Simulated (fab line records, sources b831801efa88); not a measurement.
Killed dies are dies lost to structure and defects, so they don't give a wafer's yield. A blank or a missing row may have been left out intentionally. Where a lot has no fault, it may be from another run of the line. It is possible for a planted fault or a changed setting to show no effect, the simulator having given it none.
fab line records / flow sky130
record: lots: 14 wafers: 42 last-day: 50
route steps=708 shown METAL1@437 VIA1@469
lots that met no fault: from a run of the same line without faults
start-h: hours from the record's first day to the start of the lot's first wafer shown / wait-h: time in hours since the lot's previous step / " identical to the entry in the row above / L1.1+2: one row covering several wafers at once / - value missing, or start not given / * or withheld: withheld / < > ~ a bound
route shown NAME@n: NAME is a module with steps in the file, n the number in the route of the first one / usual: mean/standard deviation taken from wafers without a fault / same: alike in all rows / chamber/n: place in a boat / sites: readings site by site / _std_site: the values' standard deviation / _edge_site: outer sites' mean less inner sites' / radius-mm: for every site, how far away it sits from the centre of the wafer / mask NAME#n: copy n / behind: tool/chamber where the wafer was last shaped / hold: why the lot was held/for how many hours/how that ended / device: names the non-switching transistor (n, p or np) / end of line: tests of these same wafers at the route's end / a step with no rows: only its recipe / killed: count of dies lost to structure and defects at first sort (not the wafer's yield) / map: shows each die of a wafer: x if killed, . if not, _ if none is there
set.NAME: the setting the step ran with; set.NAME@STEP: the setting that earlier step ran with / model.NAME: the simulator's own value behind a step, which no gauge read
a sample of lots followed through the steps of the route, with each step as a table and each wafer as a row
services: from which hour (start-h, from the record's first day; less than 0 if before it) a tool's chamber was out of use, for how many hours, and why
== steps ==
step: SKY_METAL1_SPUTTER_03
recipe: material: Ti target-thk-nm: 5 power-w: 3000 time-s: 3.3 chamber-pressure-pa: 0.4
usual: chamber-pressure-pa: 0.4000/0.00084 throttle-valve-pct: 29.8/1.2
same: time-s: 3.3
lot.wafer=L901.2 tool=pvd-sputter-01 chamber=- start-h=732.38 wait-h=0.0 chamber-pressure-pa=0.3993 throttle-valve-pct=28.8
lot.wafer=L901.4 tool=pvd-sputter-01 chamber=- start-h=732.38 wait-h=0.0 chamber-pressure-pa=0.4003 throttle-valve-pct=30.3
lot.wafer=L901.5 tool=pvd-sputter-01 chamber=- start-h=732.38 wait-h=0.0 chamber-pressure-pa=0.3996 throttle-valve-pct=30.3
lot.wafer=L902.1 tool=pvd-sputter-03 chamber=- start-h=742.41 wait-h=0.0 chamber-pressure-pa=0.3997 throttle-valve-pct=27.2
lot.wafer=L902.2 tool=pvd-sputter-03 chamber=- start-h=742.41 wait-h=0.0 chamber-pressure-pa=0.3999 throttle-valve-pct=29.1
lot.wafer=L902.4 tool=pvd-sputter-03 chamber=- start-h=742.41 wait-h=0.0 chamber-pressure-pa=0.3988 throttle-valve-pct=31.4
lot.wafer=L904.1 tool=pvd-sputter-03 chamber=- start-h=756.64 wait-h=0.0 chamber-pressure-pa=0.4000 throttle-valve-pct=31.4
lot.wafer=L904.5 tool=pvd-sputter-03 chamber=- start-h=756.64 wait-h=0.0 chamber-pressure-pa=0.3997 throttle-valve-pct=31.1
lot.wafer=L904.6 tool=pvd-sputter-03 chamber=- start-h=756.64 wait-h=0.0 chamber-pressure-pa=0.3994 throttle-valve-pct=29.2
lot.wafer=L905.1 tool=pvd-sputter-01 chamber=- start-h=764.86 wait-h=0.0 chamber-pressure-pa=0.4012 throttle-valve-pct=30.2
lot.wafer=L905.3 tool=pvd-sputter-01 chamber=- start-h=764.86 wait-h=0.0 chamber-pressure-pa=0.4011 throttle-valve-pct=31.0
lot.wafer=L905.6 tool=pvd-sputter-01 chamber=- start-h=764.86 wait-h=0.0 chamber-pressure-pa=0.4004 throttle-valve-pct=30.2
lot.wafer=L914.1 tool=pvd-sputter-02 chamber=- start-h=836.73 wait-h=0.0 chamber-pressure-pa=0.4000 throttle-valve-pct=28.4
lot.wafer=L914.2 tool=pvd-sputter-02 chamber=- start-h=836.73 wait-h=0.0 chamber-pressure-pa=0.3989 throttle-valve-pct=28.9
lot.wafer=L914.3 tool=pvd-sputter-02 chamber=- start-h=836.73 wait-h=0.0 chamber-pressure-pa=0.4016 throttle-valve-pct=30.7
lot.wafer=L915.3 tool=pvd-sputter-02 chamber=- start-h=840.49 wait-h=0.0 chamber-pressure-pa=0.4022 throttle-valve-pct=29.1
lot.wafer=L915.4 tool=pvd-sputter-02 chamber=- start-h=840.49 wait-h=0.0 chamber-pressure-pa=0.4002 throttle-valve-pct=30.6
lot.wafer=L915.5 tool=pvd-sputter-02 chamber=- start-h=840.49 wait-h=0.0 chamber-pressure-pa=0.3998 throttle-valve-pct=28.6
lot.wafer=L916.1 tool=pvd-sputter-03 chamber=- start-h=857.64 wait-h=0.0 chamber-pressure-pa=0.4003 throttle-valve-pct=27.3
lot.wafer=L916.3 tool=pvd-sputter-03 chamber=- start-h=857.64 wait-h=0.0 chamber-pressure-pa=0.4002 throttle-valve-pct=31.4
lot.wafer=L916.5 tool=pvd-sputter-03 chamber=- start-h=857.64 wait-h=0.0 chamber-pressure-pa=0.4011 throttle-valve-pct=31.5
lot.wafer=L917.1 tool=pvd-sputter-01 chamber=- start-h=863.26 wait-h=0.0 chamber-pressure-pa=0.4001 throttle-valve-pct=30.1
lot.wafer=L917.3 tool=pvd-sputter-01 chamber=- start-h=863.26 wait-h=0.0 chamber-pressure-pa=0.3999 throttle-valve-pct=30.2
lot.wafer=L917.6 tool=pvd-sputter-01 chamber=- start-h=863.26 wait-h=0.0 chamber-pressure-pa=0.4001 throttle-valve-pct=30.1
lot.wafer=L918.3 tool=pvd-sputter-03 chamber=- start-h=872.05 wait-h=0.0 chamber-pressure-pa=0.3988 throttle-valve-pct=29.5
lot.wafer=L918.5 tool=pvd-sputter-03 chamber=- start-h=872.05 wait-h=0.0 chamber-pressure-pa=0.3991 throttle-valve-pct=31.2
lot.wafer=L918.6 tool=pvd-sputter-03 chamber=- start-h=872.05 wait-h=0.0 chamber-pressure-pa=0.3984 throttle-valve-pct=29.2
lot.wafer=L919.1 tool=pvd-sputter-01 chamber=- start-h=874.17 wait-h=0.0 chamber-pressure-pa=0.3995 throttle-valve-pct=30.5
lot.wafer=L919.2 tool=pvd-sputter-01 chamber=- start-h=874.17 wait-h=0.0 chamber-pressure-pa=0.3999 throttle-valve-pct=30.9
lot.wafer=L919.5 tool=pvd-sputter-01 chamber=- start-h=874.17 wait-h=0.0 chamber-pressure-pa=0.4005 throttle-valve-pct=30.6
lot.wafer=L921.1 tool=pvd-sputter-02 chamber=- start-h=884.19 wait-h=0.0 chamber-pressure-pa=0.3995 throttle-valve-pct=28.7
lot.wafer=L921.4 tool=pvd-sputter-02 chamber=- start-h=884.19 wait-h=0.0 chamber-pressure-pa=0.3995 throttle-valve-pct=30.7
lot.wafer=L921.6 tool=pvd-sputter-02 chamber=- start-h=884.19 wait-h=0.0 chamber-pressure-pa=0.3993 throttle-valve-pct=28.5
lot.wafer=L922.2 tool=pvd-sputter-03 chamber=- start-h=894.14 wait-h=0.0 chamber-pressure-pa=0.4000 throttle-valve-pct=29.1
lot.wafer=L922.3 tool=pvd-sputter-03 chamber=- start-h=894.14 wait-h=0.0 chamber-pressure-pa=0.3999 throttle-valve-pct=27.2
lot.wafer=L922.6 tool=pvd-sputter-03 chamber=- start-h=894.14 wait-h=0.0 chamber-pressure-pa=0.4001 throttle-valve-pct=27.4
lot.wafer=L923.2 tool=pvd-sputter-03 chamber=- start-h=900.53 wait-h=0.0 chamber-pressure-pa=0.3991 throttle-valve-pct=31.3
lot.wafer=L923.3 tool=pvd-sputter-03 chamber=- start-h=900.53 wait-h=0.0 chamber-pressure-pa=0.4008 throttle-valve-pct=29.3
lot.wafer=L923.6 tool=pvd-sputter-03 chamber=- start-h=900.53 wait-h=0.0 chamber-pressure-pa=0.3995 throttle-valve-pct=31.5
lot.wafer=L924.1 tool=pvd-sputter-03 chamber=- start-h=903.89 wait-h=0.0 chamber-pressure-pa=0.3990 throttle-valve-pct=31.3
lot.wafer=L924.4 tool=pvd-sputter-03 chamber=- start-h=903.89 wait-h=0.0 chamber-pressure-pa=0.3997 throttle-valve-pct=27.4
lot.wafer=L924.6 tool=pvd-sputter-03 chamber=- start-h=903.89 wait-h=0.0 chamber-pressure-pa=0.3992 throttle-valve-pct=31.0
step: SKY_VIA1_DEVELOP_11
recipe: develop-time-s: 60 resist: KrF-thick dev-temp-c: 21
usual: chill-plate-temp-C: 22.98/0.095 develop-time-s: 60/0
lot.wafer=L901.2 tool=litho-track-04 chamber=0 start-h=788 wait-h=- chill-plate-temp-C=23.16 develop-time-s=60
lot.wafer=L901.4 tool=litho-track-04 chamber=0 start-h=788 wait-h=- chill-plate-temp-C=23.00 develop-time-s=60
lot.wafer=L901.5 tool=litho-track-04 chamber=0 start-h=788 wait-h=- chill-plate-temp-C=22.93 develop-time-s=60
lot.wafer=L902.1 tool=litho-track-04 chamber=0 start-h=797 wait-h=- chill-plate-temp-C=23.14 develop-time-s=60
lot.wafer=L902.2 tool=litho-track-04 chamber=0 start-h=797 wait-h=- chill-plate-temp-C=23.12 develop-time-s=60
lot.wafer=L902.4 tool=litho-track-04 chamber=0 start-h=797 wait-h=- chill-plate-temp-C=22.98 develop-time-s=60
lot.wafer=L904.1 tool=litho-track-04 chamber=- start-h=812 wait-h=- chill-plate-temp-C=- develop-time-s=-
lot.wafer=L904.5 tool=litho-track-04 chamber=- start-h=812 wait-h=- chill-plate-temp-C=- develop-time-s=-
lot.wafer=L904.6 tool=litho-track-04 chamber=- start-h=812 wait-h=- chill-plate-temp-C=- develop-time-s=-
lot.wafer=L905.1 tool=litho-track-03 chamber=- start-h=819 wait-h=- chill-plate-temp-C=- develop-time-s=-
lot.wafer=L905.3 tool=litho-track-03 chamber=- start-h=819 wait-h=- chill-plate-temp-C=- develop-time-s=-
lot.wafer=L905.6 tool=litho-track-03 chamber=- start-h=819 wait-h=- chill-plate-temp-C=- develop-time-s=-
lot.wafer=L914.1 tool=litho-track-04 chamber=0 start-h=889 wait-h=- chill-plate-temp-C=22.76 develop-time-s=60
lot.wafer=L914.2 tool=litho-track-04 chamber=0 start-h=889 wait-h=- chill-plate-temp-C=22.82 develop-time-s=60
lot.wafer=L914.3 tool=litho-track-04 chamber=0 start-h=889 wait-h=- chill-plate-temp-C=23.02 develop-time-s=60
lot.wafer=L915.3 tool=litho-track-02 chamber=0 start-h=893 wait-h=- chill-plate-temp-C=22.92 develop-time-s=60
lot.wafer=L915.4 tool=litho-track-02 chamber=0 start-h=893 wait-h=- chill-plate-temp-C=22.93 develop-time-s=60
lot.wafer=L915.5 tool=litho-track-02 chamber=0 start-h=893 wait-h=- chill-plate-temp-C=22.97 develop-time-s=60
lot.wafer=L916.1 tool=litho-track-04 chamber=0 start-h=909 wait-h=- chill-plate-temp-C=23.05 develop-time-s=60
lot.wafer=L916.3 tool=litho-track-04 chamber=0 start-h=909 wait-h=- chill-plate-temp-C=22.96 develop-time-s=60
lot.wafer=L916.5 tool=litho-track-04 chamber=0 start-h=909 wait-h=- chill-plate-temp-C=23.07 develop-time-s=60
lot.wafer=L917.1 tool=litho-track-04 chamber=0 start-h=915 wait-h=- chill-plate-temp-C=22.83 develop-time-s=60
lot.wafer=L917.3 tool=litho-track-04 chamber=0 start-h=915 wait-h=- chill-plate-temp-C=23.02 develop-time-s=60
lot.wafer=L917.6 tool=litho-track-04 chamber=0 start-h=915 wait-h=- chill-plate-temp-C=23.02 develop-time-s=60
lot.wafer=L918.3 tool=litho-track-03 chamber=0 start-h=923 wait-h=- chill-plate-temp-C=23.08 develop-time-s=60
lot.wafer=L918.5 tool=litho-track-03 chamber=0 start-h=923 wait-h=- chill-plate-temp-C=22.82 develop-time-s=60
lot.wafer=L918.6 tool=litho-track-03 chamber=0 start-h=923 wait-h=- chill-plate-temp-C=23.07 develop-time-s=60
lot.wafer=L919.1 tool=litho-track-03 chamber=0 start-h=926 wait-h=- chill-plate-temp-C=23.05 develop-time-s=60
lot.wafer=L919.2 tool=litho-track-03 chamber=0 start-h=926 wait-h=- chill-plate-temp-C=23.07 develop-time-s=60
lot.wafer=L919.5 tool=litho-track-03 chamber=0 start-h=926 wait-h=- chill-plate-temp-C=22.87 develop-time-s=60
lot.wafer=L921.1 tool=litho-track-02 chamber=0 start-h=934 wait-h=- chill-plate-temp-C=23.00 develop-time-s=60
lot.wafer=L921.4 tool=litho-track-02 chamber=0 start-h=935 wait-h=- chill-plate-temp-C=23.00 develop-time-s=60
lot.wafer=L921.6 tool=litho-track-02 chamber=0 start-h=935 wait-h=- chill-plate-temp-C=22.90 develop-time-s=60
lot.wafer=L922.2 tool=litho-track-03 chamber=0 start-h=944 wait-h=- chill-plate-temp-C=23.12 develop-time-s=60
lot.wafer=L922.3 tool=litho-track-03 chamber=0 start-h=944 wait-h=- chill-plate-temp-C=22.84 develop-time-s=60
lot.wafer=L922.6 tool=litho-track-03 chamber=0 start-h=944 wait-h=- chill-plate-temp-C=22.97 develop-time-s=60
lot.wafer=L923.2 tool=litho-track-04 chamber=0 start-h=949 wait-h=- chill-plate-temp-C=22.94 develop-time-s=60
lot.wafer=L923.3 tool=litho-track-04 chamber=0 start-h=949 wait-h=- chill-plate-temp-C=22.87 develop-time-s=60
lot.wafer=L923.6 tool=litho-track-04 chamber=0 start-h=949 wait-h=- chill-plate-temp-C=23.05 develop-time-s=60
lot.wafer=L924.1 tool=litho-track-03 chamber=0 start-h=959 wait-h=- chill-plate-temp-C=22.88 develop-time-s=60
lot.wafer=L924.4 tool=litho-track-03 chamber=0 start-h=959 wait-h=- chill-plate-temp-C=22.85 develop-time-s=60
lot.wafer=L924.6 tool=litho-track-03 chamber=0 start-h=959 wait-h=- chill-plate-temp-C=22.90 develop-time-s=60
step: SKY_VIA1_CMP_24
recipe: stop-on: SiO2 t-overpolish-s: 15 down-force-psi: 3.5 platen-rpm: 60 target-thk-nm: 0 pad-velocity-m-s: 0.94248
usual: motor-current-A: 11.4/1.1
lot.wafer=L901.4 tool=cmp-02 chamber=3 start-h=789.67 wait-h=0.1 motor-current-A=9.8
lot.wafer=L901.2 tool=cmp-02 chamber=1 start-h=789.67 wait-h=0.1 motor-current-A=11.6
lot.wafer=L901.5 tool=cmp-02 chamber=2 start-h=789.67 wait-h=0.1 motor-current-A=12.7
lot.wafer=L902.4 tool=cmp-01 chamber=2 start-h=799.12 wait-h=0.0 motor-current-A=9.9
lot.wafer=L902.1 tool=cmp-01 chamber=3 start-h=799.12 wait-h=0.0 motor-current-A=10.2
lot.wafer=L902.2 tool=cmp-01 chamber=1 start-h=799.12 wait-h=0.0 motor-current-A=11.4
lot.wafer=L904.1 tool=cmp-02 chamber=0 start-h=813.46 wait-h=0.1 motor-current-A=12.2
lot.wafer=L904.6 tool=cmp-02 chamber=0 start-h=813.46 wait-h=0.1 motor-current-A=11.6
lot.wafer=L904.5 tool=cmp-02 chamber=1 start-h=813.46 wait-h=0.1 motor-current-A=12.3
lot.wafer=L905.3 tool=cmp-02 chamber=0 start-h=820.74 wait-h=0.1 motor-current-A=12.4
lot.wafer=L905.1 tool=cmp-02 chamber=1 start-h=820.74 wait-h=0.1 motor-current-A=12.9
lot.wafer=L905.6 tool=cmp-02 chamber=3 start-h=820.74 wait-h=0.1 motor-current-A=9.6
lot.wafer=L914.3 tool=cmp-01 chamber=1 start-h=890.67 wait-h=0.0 motor-current-A=12.2
lot.wafer=L914.1 tool=cmp-01 chamber=2 start-h=890.67 wait-h=0.0 motor-current-A=10.3
lot.wafer=L914.2 tool=cmp-01 chamber=3 start-h=890.67 wait-h=0.0 motor-current-A=10.8
lot.wafer=L915.3 tool=cmp-02 chamber=3 start-h=895.18 wait-h=0.0 motor-current-A=10.3
lot.wafer=L915.4 tool=cmp-02 chamber=1 start-h=895.18 wait-h=0.0 motor-current-A=12.7
lot.wafer=L915.5 tool=cmp-02 chamber=3 start-h=895.18 wait-h=0.0 motor-current-A=10.1
lot.wafer=L916.1 tool=cmp-01 chamber=2 start-h=911.07 wait-h=0.1 motor-current-A=10.2
lot.wafer=L916.3 tool=cmp-01 chamber=3 start-h=911.07 wait-h=0.1 motor-current-A=10.4
lot.wafer=L916.5 tool=cmp-01 chamber=0 start-h=911.07 wait-h=0.1 motor-current-A=10.3
lot.wafer=L917.3 tool=cmp-02 chamber=3 start-h=917.10 wait-h=0.1 motor-current-A=9.9
lot.wafer=L917.1 tool=cmp-02 chamber=0 start-h=917.10 wait-h=0.1 motor-current-A=11.5
lot.wafer=L917.6 tool=cmp-02 chamber=2 start-h=917.10 wait-h=0.1 motor-current-A=12.9
lot.wafer=L918.3 tool=cmp-01 chamber=0 start-h=925.06 wait-h=0.2 motor-current-A=10.8
lot.wafer=L918.6 tool=cmp-01 chamber=1 start-h=925.06 wait-h=0.2 motor-current-A=11.3
lot.wafer=L918.5 tool=cmp-01 chamber=2 start-h=925.06 wait-h=0.2 motor-current-A=11.2
lot.wafer=L919.2 tool=cmp-02 chamber=2 start-h=928.36 wait-h=0.3 motor-current-A=12.7
lot.wafer=L919.1 tool=cmp-02 chamber=3 start-h=928.36 wait-h=0.3 motor-current-A=9.9
lot.wafer=L919.5 tool=cmp-02 chamber=2 start-h=928.36 wait-h=0.3 motor-current-A=13.1
lot.wafer=L921.4 tool=cmp-02 chamber=1 start-h=939.27 wait-h=3.0 motor-current-A=12.3
lot.wafer=L921.1 tool=cmp-02 chamber=0 start-h=939.27 wait-h=3.0 motor-current-A=11.6
lot.wafer=L921.6 tool=cmp-02 chamber=1 start-h=939.27 wait-h=3.0 motor-current-A=12.4
lot.wafer=L922.3 tool=cmp-02 chamber=3 start-h=945.65 wait-h=0.3 motor-current-A=9.9
lot.wafer=L922.2 tool=cmp-02 chamber=0 start-h=945.65 wait-h=0.3 motor-current-A=12.2
lot.wafer=L922.6 tool=cmp-02 chamber=1 start-h=945.65 wait-h=0.3 motor-current-A=12.3
lot.wafer=L923.3 tool=cmp-02 chamber=2 start-h=951.18 wait-h=0.1 motor-current-A=12.9
lot.wafer=L923.2 tool=cmp-02 chamber=0 start-h=951.18 wait-h=0.1 motor-current-A=11.5
lot.wafer=L923.6 tool=cmp-02 chamber=2 start-h=951.18 wait-h=0.1 motor-current-A=12.6
lot.wafer=L924.4 tool=cmp-01 chamber=0 start-h=960.81 wait-h=0.0 motor-current-A=10.0
lot.wafer=L924.1 tool=cmp-01 chamber=1 start-h=960.81 wait-h=0.0 motor-current-A=12.0
lot.wafer=L924.6 tool=cmp-01 chamber=0 start-h=960.81 wait-h=0.0 motor-current-A=10.6
== services ==
tool=pvd-sputter-03 chamber=- start-h=731.19 hours=6.5 kind=repair
tool=pvd-sputter-01 chamber=- start-h=738.92 hours=1.5 kind=repair
tool=cmp-01 chamber=- start-h=744.00 hours=4.0 kind=pm
tool=pvd-sputter-02 chamber=- start-h=787.29 hours=1.6 kind=repair
tool=cmp-02 chamber=- start-h=791.19 hours=3.8 kind=pm
tool=pvd-sputter-03 chamber=- start-h=804.69 hours=3.0 kind=repair
tool=cmp-02 chamber=- start-h=809.20 hours=2.6 kind=repair
tool=pvd-sputter-01 chamber=- start-h=814.77 hours=6.9 kind=repair
tool=cmp-01 chamber=- start-h=817.86 hours=3.6 kind=repair
tool=pvd-sputter-03 chamber=- start-h=821.93 hours=4.1 kind=repair
tool=pvd-sputter-01 chamber=- start-h=829.66 hours=9.3 kind=repair
tool=pvd-sputter-01 chamber=- start-h=832.32 hours=0.5 kind=repair
tool=cmp-02 chamber=- start-h=838.10 hours=2.8 kind=repair
tool=pvd-sputter-01 chamber=- start-h=844.80 hours=1.7 kind=repair
tool=cmp-01 chamber=- start-h=877.87 hours=1.8 kind=repair
tool=cmp-01 chamber=- start-h=902.11 hours=4.2 kind=pm
tool=pvd-sputter-01 chamber=- start-h=906.17 hours=2.1 kind=repair
tool=cmp-01 chamber=- start-h=908.95 hours=1.6 kind=repair
tool=cmp-02 chamber=- start-h=912.00 hours=4.0 kind=pm
tool=cmp-02 chamber=- start-h=916.00 hours=- kind=consumable-replace:conditioner
tool=cmp-01 chamber=- start-h=926.83 hours=20.7 kind=pm
tool=pvd-sputter-02 chamber=- start-h=937.43 hours=0.5 kind=repair
tool=pvd-sputter-01 chamber=- start-h=943.68 hours=4.6 kind=repair
tool=cmp-02 chamber=- start-h=953.28 hours=0.9 kind=repair
== key ==
first-sign: step: SKY_VIA1_DEVELOP_11 reading: tool-record direction: missing
effect none on later readings
met-at SKY_VIA1_DEVELOP_11
struck-lots L904,L905
later-rows-left-out L904.1,L904.5,L904.6,L905.1,L905.3,L905.6
sort-left-out L904.1,L904.5,L904.6,L905.1,L905.3,L905.6
not-acting-at SKY_METAL1_SPUTTER_03,SKY_VIA1_CMP_24
onset-between 797 812
fault: kind: skipped-step-whole tool: litho-track-03,litho-track-04 chamber: - onset-h: 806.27 steps: SKY_VIA1_DEVELOP_11 scope: struck-lots-only
sort-left-out: the simulated sort isn't trusted on such a fault, so these wafers' sort isn't shown, and their yield isn't known
later-rows-left-out: the simulator's readings of these wafers behind a module that went badly wrong aren't trusted and aren't shown, but for the sort
